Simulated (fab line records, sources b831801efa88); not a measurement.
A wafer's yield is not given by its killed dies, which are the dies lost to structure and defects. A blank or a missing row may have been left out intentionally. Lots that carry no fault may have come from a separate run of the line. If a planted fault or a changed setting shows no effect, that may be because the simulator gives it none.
The tool behind it: which one? -- flow sky130 -- 9 lots with 27 wafers sampled at 2 steps, on a route of 708 steps

== WHAT EACH GAUGE READ, for each wafer ==
SKY_LI_CONTACT_RS_MEAS_22: measures by four-point-probe.
lot,measured,on,LI_CONTACT_W_RS (ohm/sq)
L325,day 30 01:16,film_metro-02,0.2856 0.2825 0.2854
L327,day 30 05:32,film_metro-02,0.2510 0.2479 0.2500 0.2512 0.2480 0.2500
L329,day 31 12:43,film_metro-03,0.2469 0.2460 0.2480 0.2464 0.2462 0.2482
L330,day 31 14:17,film_metro-01,0.2510 0.2539 0.2521 0.2514 0.2541 0.2524
L338,day 34 15:47,film_metro-02,0.2921 0.2835 0.2875
L339,day 34 19:07,film_metro-03,0.2870 0.2888 0.2869
L340,day 34 19:43,film_metro-03,0.2816 0.2795 0.2840
L343,day 36 05:02,film_metro-02,0.2865 0.2932 0.2900
L345,day 36 15:06,film_metro-02,0.2875 0.2880 0.2918

== WHICH TOOL RAN EACH LOT (tool, then ch and the chambers of the sampled wafers, then the start) ==
lot,SKY_LI_CONTACT_CVD_21
L325,"cvd_w-01 ch 0,1, day 30 01:08"
L327,"cvd_w-01 ch 0,1, day 30 05:22"
L329,"cvd_w-01 ch 0,1, day 31 12:35"
L330,"cvd_w-01 ch 0,1, day 31 14:10"
L338,"cvd_w-01 ch 0,1, day 34 15:40"
L339,"cvd_w-01 ch 0,1, day 34 19:00"
L340,"cvd_w-01 ch 0,1, day 34 19:35"
L343,"cvd_w-01 ch 0,1, day 36 04:55"
L345,"cvd_w-01 ch 1, day 36 14:58"
- SKY_LI_CONTACT_CVD_21: deposits W, target thk 400 nm, time 120.56 s.

== THE ANSWER, worked out from the rows above alone ==
Rule: usual is defined by the lots themselves. Put in order of their means at a reading, lots are off if they are a third of the lots or fewer, leave a main group of 4 or more, and stand apart from it by a gap of 3 or more times the standard deviation of the main group's means; of several such gaps the widest counts. If all means in a main group match to the digits the tables above print for the reading, that group is not used. Also off: a lot with no number at a reading for which 4 or more lots have one. Any other lot the step has rows for is counted as sound.
Off: L327, L329, L330, seen at SKY_LI_CONTACT_RS_MEAS_22 (LI_CONTACT_W_RS). The main group: mean 0.2867 ohm/sq, standard deviation 0.0028.
A tool fits if, at a process step before that reading, it ran every lot that is off, and no sound lot after the first of them. The gauges at SKY_LI_CONTACT_RS_MEAS_22 are tried like those tools. No candidate that was tried fits.

== WHAT HAD BEEN PUT IN BY THE SIMULATOR ==
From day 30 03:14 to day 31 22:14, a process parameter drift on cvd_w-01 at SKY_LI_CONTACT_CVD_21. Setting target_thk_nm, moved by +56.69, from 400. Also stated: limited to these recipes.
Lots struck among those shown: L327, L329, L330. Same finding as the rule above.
